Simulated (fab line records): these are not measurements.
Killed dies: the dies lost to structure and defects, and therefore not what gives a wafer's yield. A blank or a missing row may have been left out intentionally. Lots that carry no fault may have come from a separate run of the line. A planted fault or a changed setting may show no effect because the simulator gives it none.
A single fault, viewed from 2 desks -- flow gf180mcu -- each desk holds nothing but its own numbers, with what lay behind them at the end

DESK OF THE TOOL OWNER: pvd-sputter-02
The tool's own readings at GF_V5_SPUTTER_21 (material Ti, target thk 15 nm, time 80.02 s): means of the sampled wafers that have a number, for each lot that ran on this tool. Marked OUT: a lot whose mean sits more than 4 standard deviations from the usual mean, which makes it out of limits; the brackets give that distance.
Columns: A = cathode-dc-power-W at GF_V5_SPUTTER_21, usual 2500.0 W; B = chamber-pressure-pa at GF_V5_SPUTTER_21, usual 4.999 Pa; C = throttle-valve-pct at GF_V5_SPUTTER_21, usual 29.5 %
lot,first seen here,A,B,C
L873,day 27 11:04,2500.2,4.997,30.6
L894,day 33 03:22,2500.1,5.002,30.0
L895,day 33 09:11,2499.6,5.005,30.0
L896,day 33 15:18,2500.4,4.994,30.0
This desk's finding: nothing out of limits on any of the 4 lots.

AT THE METROLOGY DESK
Means of the sampled wafers that have a number, per lot and without regard to the tool the lot ran on: this is what the gauges read. Marked OUT: a lot whose mean sits more than 4 standard deviations from the usual mean, which makes it out of limits; the brackets give that distance.
Columns: A = cd-nm at GF_V5_CD_MEAS_14, usual 260.3 nm; B = V5_OVL at GF_V5_OVL_MEAS_15, usual -1 nm
lot,first seen here,A,B
L873,day 27 10:12,258.9,-5
L883,day 30 14:46,260.3,-5
L884,day 30 17:35,261.8,-4
L894,day 33 02:30,259.9,-6
L895,day 33 08:20,261.5,-3
L896,day 33 14:26,260.8,-8
This desk's finding: nothing out of limits on any of the 6 lots.

TAKEN TOGETHER
The tool owner's desk saw nothing out of limits.
Nothing out of limits was seen by the metrology desk.

WHAT WAS PUT IN BY THE SIMULATOR
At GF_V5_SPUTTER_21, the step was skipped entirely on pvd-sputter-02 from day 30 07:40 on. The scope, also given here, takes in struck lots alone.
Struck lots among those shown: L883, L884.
